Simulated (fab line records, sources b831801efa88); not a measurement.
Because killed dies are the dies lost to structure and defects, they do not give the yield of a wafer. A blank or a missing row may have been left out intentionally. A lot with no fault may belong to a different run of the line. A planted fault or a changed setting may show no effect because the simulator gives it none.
fab line records ; flow sky130
[record] lots = 11; wafers = 33; last_day = 50
route steps=708 shown VIA2@523 CAPM@540 METAL3@564 VIA3@575
lots that met no fault: from a run of the same line without faults
start_h: hours from the record's first day to the start of the lot's first wafer shown ; wait_h: how many hours have passed since the lot's step before this one ; " unchanged from the row above ; L1.1+2: one row covering several wafers at once ; - value missing, or start not given ; * or withheld: withheld ; < > ~ a bound
route shown NAME@n: NAME is a module with steps in the file, n the number in the route of the first one ; usual: mean/standard deviation taken from wafers without a fault ; same: alike in all rows ; chamber/n: place in a boat ; sites: readings site by site ; _std_site: how widely they spread, as a standard deviation ; _edge_site: mean of outer sites minus mean of inner sites ; radius_mm: for every site, how far away it sits from the centre of the wafer ; mask NAME#n: copy n ; behind: the last tool/chamber to shape the wafer ; hold: reason for holding the lot/hours on hold/outcome of the hold ; device: transistor that didn't switch, given as n, p or np ; end of line: the same wafers' tests at the end of the route ; where a step has no rows: the recipe by itself ; killed: not the wafer's yield, but the dies lost to structure and defects at the first sort ; map: a wafer's dies, marking killed ones x, the rest . and places with no die _
set.NAME: the run value of the setting; set.NAME@STEP: its run value at that earlier step ; model.NAME: the simulator's own value behind a step, which no gauge read
a sample of lots followed through the steps of the route, with each step as a table and each wafer as a row
services: from which hour (start_h, from the record's first day; less than 0 if before it) a tool's chamber was out of use, for how many hours, and why
[[steps]]
[step SKY_VIA2_STRIP_16]
[recipe] chemistry = O2/N2; power_w = 1400; pressure_mtorr = 1500; platen_temp_c = withheld; o2_flow_sccm = 3000; n2_flow_sccm = 300; overash_fraction = 0.5
[usual] drypump_motor_current_A = 5.8/0.37; oes_product_au = 0.398/0.0044; strip_time_to_endpoint_s = 4.038/0.022
lot.wafer;tool;chamber;start_h;wait_h;drypump_motor_current_A;oes_product_au;rf_hours_counter_h;strip_time_to_endpoint_s
L186.3;plasma_asher-02;1;859.05;0.1;5.6;0.400;-;4.022
L186.4;plasma_asher-02;0;859.05;0.1;5.4;0.394;-;4.031
L186.6;plasma_asher-02;0;859.05;0.1;5.4;0.404;-;4.047
L187.1;plasma_asher-01;1;861.97;0.0;5.9;0.404;48;4.058
L187.2;plasma_asher-01;0;861.97;0.0;5.8;0.397;48;4.059
L187.6;plasma_asher-01;1;861.97;0.0;6.0;0.396;-;4.058
L191.2;plasma_asher-04;1;902.77;0.0;6.5;0.397;16;4.033
L191.3;plasma_asher-04;0;902.77;0.0;6.4;0.401;-;3.992
L191.4;plasma_asher-04;1;902.77;0.0;6.5;0.401;-;4.043
L192.2;plasma_asher-04;0;912.31;0.0;6.4;0.394;17;3.997
L192.3;plasma_asher-04;1;912.31;0.0;6.5;0.397;-;4.049
L192.4;plasma_asher-04;0;912.31;0.0;6.4;0.396;-;3.995
L194.1;plasma_asher-01;1;919.42;0.0;5.9;0.392;53;4.063
L194.3;plasma_asher-01;1;919.42;0.0;6.0;0.404;-;4.049
L194.4;plasma_asher-01;0;919.42;0.0;5.7;0.407;-;4.033
L193.1;plasma_asher-01;1;921.93;0.0;5.9;0.400;54;4.046
L193.4;plasma_asher-01;1;921.93;0.0;5.9;0.395;-;4.036
L193.5;plasma_asher-01;0;921.93;0.0;5.7;0.401;-;4.059
L195.1;plasma_asher-02;0;932.21;0.0;5.4;0.400;70;4.014
L195.2;plasma_asher-02;1;932.21;0.0;5.6;0.401;70;4.043
L195.4;plasma_asher-02;1;932.21;0.0;5.7;0.395;-;4.046
L203.1;plasma_asher-01;1;982.33;0.0;6.0;0.404;61;4.066
L203.2;plasma_asher-01;0;982.33;0.0;5.7;0.402;61;4.057
L203.3;plasma_asher-01;0;982.33;0.0;5.8;0.397;-;4.072
L204.1;plasma_asher-04;1;989.26;0.0;6.5;0.399;22;4.018
L204.2;plasma_asher-04;0;989.26;0.0;6.4;0.400;22;4.032
L204.4;plasma_asher-04;0;989.26;0.0;6.4;0.392;-;4.029
L205.1;plasma_asher-04;1;994.78;0.0;6.5;0.396;23;4.027
L205.2;plasma_asher-04;0;994.78;0.0;6.4;0.399;23;4.016
L205.6;plasma_asher-04;0;994.78;0.0;6.4;0.405;-;4.067
L207.2;plasma_asher-02;1;1002.36;0.0;5.7;0.398;78;4.042
L207.5;plasma_asher-02;1;1002.36;0.0;5.7;0.401;-;4.063
L207.6;plasma_asher-02;0;1002.36;0.0;5.4;0.400;-;4.083
[step SKY_CAPM_RS_MEAS_03]
[recipe] thk_meas_gauge = four-point-probe; reads = TiN_of_CAPM_SPUTTER_02
[usual] CAPM_TIN_RS = 6.66/0.057
lot.wafer;tool;chamber;start_h;wait_h;CAPM_TIN_RS[ohm/sq]
L186.3;film_metro-03;-;860.71;0.1;6.65
L186.4;film_metro-03;-;860.71;0.1;6.67
L186.6;film_metro-03;-;860.71;0.1;6.72
L187.1;film_metro-03;-;864.18;0.1;6.58
L187.2;film_metro-03;-;864.18;0.1;6.66
L187.6;film_metro-03;-;864.18;0.1;6.63
L191.2;film_metro-03;-;904.44;0.1;6.61
L191.3;film_metro-03;-;904.44;0.1;6.67
L191.4;film_metro-03;-;904.44;0.1;6.61
L192.2;film_metro-03;-;913.97;0.1;6.68
L192.3;film_metro-03;-;913.97;0.1;6.70
L192.4;film_metro-03;-;913.97;0.1;6.76
L194.1;film_metro-03;-;921.08;0.1;6.81
L194.3;film_metro-03;-;921.08;0.1;6.70
L194.4;film_metro-03;-;921.08;0.1;6.76
L193.1;film_metro-03;-;923.56;0.1;6.63
L193.4;film_metro-03;-;923.56;0.1;6.62
L193.5;film_metro-03;-;923.56;0.1;6.64
L195.1;film_metro-04;-;933.85;0.1;6.70
L195.2;film_metro-04;-;933.85;0.1;6.61
L195.4;film_metro-04;-;933.85;0.1;6.68
L203.1;film_metro-03;-;983.96;0.1;6.62
L203.2;film_metro-03;-;983.96;0.1;6.58
L203.3;film_metro-03;-;983.96;0.1;6.56
L204.1;film_metro-03;-;991.13;0.1;6.71
L204.2;film_metro-03;-;991.13;0.1;6.68
L204.4;film_metro-03;-;991.13;0.1;6.76
L205.1;film_metro-01;-;996.43;0.1;6.60
L205.2;film_metro-01;-;996.43;0.1;6.66
L205.6;film_metro-01;-;996.43;0.1;6.57
L207.2;film_metro-01;-;1004.13;0.1;6.79
L207.5;film_metro-01;-;1004.13;0.1;6.77
L207.6;film_metro-01;-;1004.13;0.1;6.67
[step SKY_METAL3_OVL_MEAS_14]
[usual] METAL3_OVL = -5/5.7
lot.wafer;tool;chamber;start_h;wait_h;METAL3_OVL[nm]
L186.3;overlay-02;-;912.53;0.1;-24
L186.4;overlay-02;-;912.53;0.1;-19
L186.6;overlay-02;-;912.53;0.1;-16
L187.1;overlay-02;-;915.56;0.1;-4
L187.2;overlay-02;-;915.56;0.1;-6
L187.6;overlay-02;-;915.56;0.1;-13
L191.2;overlay-02;-;955.03;0.1;-1
L191.3;overlay-02;-;955.03;0.1;-2
L191.4;overlay-02;-;955.03;0.1;-1
L192.2;overlay-02;-;963.92;0.1;3
L192.3;overlay-02;-;963.92;0.1;0
L192.4;overlay-02;-;963.92;0.1;-6
L194.1;overlay-02;-;971.53;0.1;-6
L194.3;overlay-02;-;971.53;0.1;-2
L194.4;overlay-02;-;971.53;0.1;0
L193.1;overlay-02;-;973.41;0.1;-8
L193.4;overlay-02;-;973.41;0.1;-3
L193.5;overlay-02;-;973.41;0.1;-3
L195.1;overlay-02;-;982.51;0.1;-14
L195.2;overlay-02;-;982.51;0.1;-4
L195.4;overlay-02;-;982.51;0.1;-16
L203.1;overlay-01;-;1030.51;0.1;-9
L203.2;overlay-01;-;1030.51;0.1;-3
L203.3;overlay-01;-;1030.51;0.1;-2
L204.1;overlay-02;-;1037.72;0.1;-10
L204.2;overlay-02;-;1037.72;0.1;-16
L204.4;overlay-02;-;1037.72;0.1;-9
L205.1;overlay-02;-;1042.11;0.1;-5
L205.2;overlay-02;-;1042.11;0.1;-5
L205.6;overlay-02;-;1042.11;0.1;-6
L207.2;overlay-02;-;1049.22;0.1;7
L207.5;overlay-02;-;1049.22;0.1;4
L207.6;overlay-02;-;1049.22;0.1;-2
[step SKY_VIA3_CMP_02]
[recipe] material = SiO2; down_force_psi = 4; platen_rpm = 60; pad_velocity_m_s = 0.94248
[usual] motor_current_A = 12.4/0.85
lot.wafer;tool;chamber;start_h;wait_h;motor_current_A
L186.4;cmp-01;2;914.44;0.5;12.0
L186.3;cmp-01;3;914.44;0.5;12.1
L186.6;cmp-01;2;914.44;0.5;11.3
L187.2;cmp-02;3;916.99;0.1;13.1
L187.1;cmp-02;1;916.99;0.1;11.6
L187.6;cmp-02;2;916.99;0.1;12.1
L191.3;cmp-01;2;956.62;0.4;11.1
L191.4;cmp-01;3;956.62;0.4;11.9
L191.2;cmp-01;0;956.62;0.4;13.3
L192.2;cmp-01;2;965.67;0.6;12.0
L192.3;cmp-01;3;965.67;0.6;12.3
L192.4;cmp-01;0;965.67;0.6;14.3
L194.1;cmp-02;3;972.89;0.2;13.1
L194.4;cmp-02;0;972.89;0.2;12.6
L194.3;cmp-02;1;972.89;0.2;11.1
L193.4;cmp-02;1;974.79;0.2;11.2
L193.1;cmp-02;2;974.79;0.2;11.6
L193.5;cmp-02;2;974.79;0.2;12.1
L195.2;cmp-02;0;984.14;0.0;11.4
L195.1;cmp-02;2;984.14;0.0;11.8
L195.4;cmp-02;3;984.14;0.0;12.9
L203.3;cmp-01;1;1031.96;0.2;14.0
L203.2;cmp-01;2;1031.96;0.2;12.1
L203.1;cmp-01;3;1031.96;0.2;11.8
L204.4;cmp-01;3;1039.72;0.3;12.3
L204.2;cmp-01;0;1039.72;0.3;13.8
L204.1;cmp-01;1;1039.72;0.3;13.2
L205.1;cmp-01;0;1044.08;0.3;13.4
L205.2;cmp-01;3;1044.08;0.3;11.4
L205.6;cmp-01;1;1044.08;0.3;13.6
L207.2;cmp-02;0;1050.88;0.0;11.9
L207.6;cmp-02;0;1050.88;0.0;12.4
L207.5;cmp-02;1;1050.88;0.0;11.4
[step SKY_VIA3_ETCH_15]
[recipe] target = SiO2; chemistry = C4F8/O2/Ar; target_depth_nm = 507; stop_on = TiN; mask_material = KrF-thick; source_w = 1500; bias_w = 1200; pressure_mtorr = 40; c4f8_flow_sccm = withheld; O2_flow_sccm = 6; Ar_flow_sccm = 300; time_s = 78
[usual] bias_w = 1200/3.5; oes_product_au = 0.947/0.0048; rf_fwd_power_W = 1488/5.2
lot.wafer;tool;chamber;start_h;wait_h;bias_w;oes_product_au;rf_fwd_power_W;rf_hours_counter_h
L186.3;rie_diel-04;2;939.54;0.0;1200;0.944;1492;21
L186.4;rie_diel-04;2;939.54;0.0;1204;0.949;1493;-
L186.6;rie_diel-04;0;939.54;0.0;1191;0.944;1481;-
L187.1;rie_diel-04;3;942.96;0.0;1197;0.951;1490;3
L187.2;rie_diel-04;0;942.96;0.0;1203;0.939;1479;7
L187.6;rie_diel-04;2;942.96;0.0;1197;0.952;1491;-
L191.2;rie_diel-02;1;981.16;0.0;1204;0.953;1491;10
L191.3;rie_diel-02;0;981.16;0.0;1198;0.957;1494;8
L191.4;rie_diel-02;3;981.16;0.0;1206;0.943;1497;17
L192.2;rie_diel-03;1;990.07;0.0;1207;0.953;1491;11
L192.3;rie_diel-03;0;990.07;0.0;1204;0.945;1491;15
L192.4;rie_diel-03;3;990.07;0.0;1197;0.954;1484;10
L194.1;rie_diel-04;1;997.21;0.0;1201;0.947;1490;1
L194.3;rie_diel-04;3;997.21;0.0;1196;0.954;1496;5
L194.4;rie_diel-04;2;997.21;0.0;1201;0.950;1488;23
L193.1;rie_diel-04;0;998.92;0.0;1202;0.944;1475;9
L193.4;rie_diel-04;2;998.92;0.0;1200;0.943;1489;23
L193.5;rie_diel-04;3;998.92;0.0;1194;0.946;1485;-
L195.1;rie_diel-02;0;1007.51;0.0;1203;0.935;1483;9
L195.2;rie_diel-02;2;1007.51;0.0;1198;0.944;1491;12
L195.4;rie_diel-02;1;1007.51;0.0;1196;0.942;1488;12
L203.1;rie_diel-03;3;1054.56;0.0;1197;0.949;1503;12
L203.2;rie_diel-03;0;1054.56;0.0;1201;0.949;1497;17
L203.3;rie_diel-03;1;1054.56;0.0;1202;0.943;1493;14
L204.1;rie_diel-04;3;1062.07;0.0;1207;0.892;1492;8
L204.2;rie_diel-04;1;1062.07;0.0;1199;0.887;1485;4
L204.4;rie_diel-04;2;1062.07;0.0;1198;0.886;1492;26
L205.1;rie_diel-03;3;1065.77;0.0;1196;0.891;1477;12
L205.2;rie_diel-03;2;1065.77;0.0;1199;0.893;1494;2
L205.6;rie_diel-03;2;1065.77;0.0;1203;0.884;1491;-
L207.2;rie_diel-04;3;1072.81;0.0;1196;0.941;1484;8
L207.5;rie_diel-04;0;1072.81;0.0;1206;0.948;1479;-
L207.6;rie_diel-04;1;1072.81;0.0;1203;0.955;1480;-
[[services]]
tool;chamber;start_h;hours;kind
cmp-01;-;852.17;13.3;pm
rie_diel-03;3;862.10;5.1;repair
plasma_asher-04;-;870.97;3.5;repair
cmp-02;-;912.00;4.0;pm
cmp-01;-;915.66;0.9;repair
plasma_asher-04;-;920.69;20.8;repair
cmp-02;-;932.20;0.3;repair
rie_diel-04;1;936.15;7.9;repair
rie_diel-04;1;944.02;-;clean
cmp-02;-;953.90;5.0;pm
cmp-02;-;963.25;2.3;repair
plasma_asher-02;-;972.14;2.8;pm
cmp-01;-;972.18;6.4;pm
rie_diel-02;3;986.46;13.8;repair
cmp-01;-;992.53;2.1;repair
plasma_asher-04;-;995.83;14.6;pm
rie_diel-02;0;1011.24;6.9;repair
plasma_asher-04;-;1026.18;3.5;repair
rie_diel-04;0;1037.37;8.9;repair
cmp-02;-;1038.29;5.9;pm
plasma_asher-01;-;1040.34;2.0;repair
rie_diel-02;-;1047.55;0.1;repair
rie_diel-03;3;1049.68;1.5;repair
cmp-02;-;1058.40;0.7;repair
[[key]]
[first_sign] step = SKY_VIA3_ETCH_15; reading = oes_product_au; direction = down; sigmas = 12; usual = 0.947; struck = 0.889
effect none on later readings
met_at SKY_VIA3_CMP_02
struck_lots L204,L205
not_acting_at SKY_VIA2_STRIP_16,SKY_CAPM_RS_MEAS_03,SKY_METAL3_OVL_MEAS_14
onset_between 1031.96 1039.72
[fault] kind = process_parameter_drift; tool = cmp-01; chamber = -; onset_h = 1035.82; steps = SKY_VIA3_CMP_02; channel = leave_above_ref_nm; offset = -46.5; shape = step; end_h = 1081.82; acts_in = these_recipes_only; stated = 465
